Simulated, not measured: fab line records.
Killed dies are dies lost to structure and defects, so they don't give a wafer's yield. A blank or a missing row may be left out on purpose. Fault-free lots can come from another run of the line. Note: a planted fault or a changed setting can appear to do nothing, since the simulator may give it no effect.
What tool caused it? ; flow gf180mcu ; Sampling: 14 lots, 42 wafers, 2 of 602 route steps

## WHAT THE GAUGES SHOWED, per wafer
GF_V2_OVL_MEAS_15.
lot;measured;on;V2_OVL (nm)
L385;day 19 20:56;overlay-02;-1 -6 0
L387;day 20 21:19;overlay-01;2 0 -5
L388;day 21 05:04;overlay-01;-7 -11 -5
L389;day 21 14:50;overlay-01;3 -2 -7
L392;day 23 01:44;overlay-01;-8 -4 -10
L396;day 24 12:41;overlay-01;1 0 1
L397;day 24 15:38;overlay-01;-11 -2 -7
L402;day 26 07:08;overlay-02;-7 -7 2
L403;day 26 23:23;overlay-01;-4 3 -1
L404;day 27 01:23;overlay-02;-2 -3 0
L405;day 27 02:55;overlay-01;-5 -9 -12
L406;day 27 12:17;overlay-01;-2 -1 -4
L407;day 27 20:37;overlay-01;-5 -5 -2
L408;day 28 02:37;overlay-01;-4 -7 -9

## TOOL THAT RAN EACH LOT (tool first, then ch and the chambers of the sampled wafers, then the start)
lot;GF_M2_SPUTTER_03
L385;pvd sputter-03, day 17 20:26
L387;pvd sputter-04, day 18 19:20
L388;pvd sputter-01, day 19 03:11
L389;pvd sputter-01, day 19 13:29
L392;pvd sputter-04, day 21 00:10
L396;pvd sputter-01, day 22 12:34
L397;pvd sputter-01, day 22 15:26
L402;pvd sputter-01, day 24 10:50
L403;pvd sputter-01, day 25 04:26
L404;pvd sputter-01, day 25 06:33
L405;pvd sputter-04, day 25 07:27
L406;pvd sputter-04, day 25 17:29
L407;pvd sputter-01, day 26 03:05
L408;pvd sputter-01, day 26 07:44
- GF_M2_SPUTTER_03: material Ti, target thk 10 nm, time 6.7 s.

## AS READ BY THE TOOLS THEMSELVES (means over the sampled wafers that have a number; for cases with no such wafer, the mark the record gives instead)
GF_M2_SPUTTER_03.
lot;tool;cathode dc power W (W);chamber pressure pa (Pa);throttle valve pct (%)
L385;pvd sputter-03;2999.3;0.3001;29.9
L387;pvd sputter-04;3000.3;0.3001;31.3
L388;pvd sputter-01;2999.7;0.3006;29.7
L389;pvd sputter-01;3000.7;0.2998;29.5
L392;pvd sputter-04;3000.0;0.2998;30.7
L396;pvd sputter-01;3000.2;0.3006;29.6
L397;pvd sputter-01;2999.7;0.3004;30.2
L402;pvd sputter-01;2999.9;0.2995;29.8
L403;pvd sputter-01;3000.3;0.3003;30.0
L404;pvd sputter-01;3000.0;0.2999;29.8
L405;pvd sputter-04;3000.3;0.3001;30.8
L406;pvd sputter-04;3000.2;0.3003;30.7
L407;pvd sputter-01;3000.3;0.2999;30.3
L408;pvd sputter-01;3000.2;0.3003;29.8

## THE ANSWER, worked out from the rows above alone
Rule: the usual values come from the lots themselves. The widest of any qualifying gaps counts: lots, ordered by their means at a reading, are off when they make up no more than a third of the lots, leave a main group of 4 or more, and stand apart from it by 3 or more times the standard deviation of that group's means. Not used: any main group whose means are identical at the precision the tables above print for the reading. Also off: a lot with no number at a reading for which 4 or more lots have one. All remaining lots with rows at the step are treated as sound. Order of review: gauges by route order, followed by the tools' own readings, for which a lot's mean as printed above is used. The first step at which some lot is off is used, and at that step the reading that is off furthest; a lot without a number counts as furthest.
None of the lots is off at any reading shown; this tells nothing.

## WHAT WAS PUT IN BY THE SIMULATOR
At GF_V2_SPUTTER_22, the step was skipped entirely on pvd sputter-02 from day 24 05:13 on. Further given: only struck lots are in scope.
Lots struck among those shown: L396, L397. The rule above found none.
